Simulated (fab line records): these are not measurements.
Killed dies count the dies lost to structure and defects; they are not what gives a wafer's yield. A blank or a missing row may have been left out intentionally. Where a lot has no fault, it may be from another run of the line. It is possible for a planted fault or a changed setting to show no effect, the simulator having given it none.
Which tool was responsible? / flow sky130 / Sampling: 6 lots, 18 wafers, 3 of 708 route steps

== WHAT EACH GAUGE READ, for each wafer ==
SKY_METAL5_THK_MEAS_06: measures by xrf.
lot=L242; measured=day 44 02:04; on=filmMetro-04; METAL5_ALCU_THK (nm)=1143 1143 1130
lot=L248; measured=day 44 22:53; on=filmMetro-03; METAL5_ALCU_THK (nm)=1150 1153 1153
lot=L251; measured=day 45 13:08; on=filmMetro-03; METAL5_ALCU_THK (nm)=1150 1163 1162
lot=L258; measured=day 47 09:08; on=filmMetro-04; METAL5_ALCU_THK (nm)=1130 1134 1124
lot=L262; measured=day 48 05:01; on=filmMetro-04; METAL5_ALCU_THK (nm)=1126 1140 1123
lot=L264; measured=day 48 16:15; on=filmMetro-04; METAL5_ALCU_THK (nm)=1120 1130 1126

== TOOL THAT RAN EACH LOT (tool first, then ch and the chambers of the sampled wafers, then the start) ==
lot=L242; SKY_FIELD_ISO_ETCH_14=rieDiel-04 ch 0,1,2, day 2 10:34; SKY_METAL4_METAL_ETCH_18=rieMetal-01 ch 0, day 42 23:58
lot=L248; SKY_FIELD_ISO_ETCH_14=rieDiel-04 ch 1,2,3, day 3 19:04; SKY_METAL4_METAL_ETCH_18=rieMetal-01 ch 0,1, day 43 21:45
lot=L251; SKY_FIELD_ISO_ETCH_14=rieDiel-02 ch 0,1,3, day 4 09:46; SKY_METAL4_METAL_ETCH_18=rieMetal-04 ch 1, day 44 12:45
lot=L258; SKY_FIELD_ISO_ETCH_14=rieDiel-01 ch 0,1,3, day 5 22:07; SKY_METAL4_METAL_ETCH_18=rieMetal-02 ch 1, day 46 09:06
lot=L262; SKY_FIELD_ISO_ETCH_14=rieDiel-02 ch 1,2, day 6 18:04; SKY_METAL4_METAL_ETCH_18=rieMetal-01 ch 1, day 47 06:15
lot=L264; SKY_FIELD_ISO_ETCH_14=rieDiel-04 ch 1,2,3, day 7 05:01; SKY_METAL4_METAL_ETCH_18=rieMetal-02 ch 0,1, day 47 19:28
- SKY_FIELD_ISO_ETCH_14: etches BARC in N2/H2, stops on SiO2, time 45.9 s, target depth 60 nm.
- SKY_METAL4_METAL_ETCH_18: etches the open film in Cl2/BCl3, stops on SiO2, target depth 845 nm, time 183.1 s.

== THE ANSWER, worked out from the rows above alone ==
Rule: the lots themselves supply what counts as usual. The widest of any qualifying gaps counts: lots, ordered by their means at a reading, are off when they make up no more than a third of the lots, leave a main group of 4 or more, and stand apart from it by 3 or more times the standard deviation of that group's means. A main group is skipped when, at the precision printed for the reading in the tables above, its means are all equal. Also off: a lot with no number at a reading for which 4 or more lots have one. Where the step has rows for the other lots, those lots are counted as sound.
No lot is off at any reading shown: from this, nothing can be told.

== WHAT THE SIMULATOR HAD PUT IN ==
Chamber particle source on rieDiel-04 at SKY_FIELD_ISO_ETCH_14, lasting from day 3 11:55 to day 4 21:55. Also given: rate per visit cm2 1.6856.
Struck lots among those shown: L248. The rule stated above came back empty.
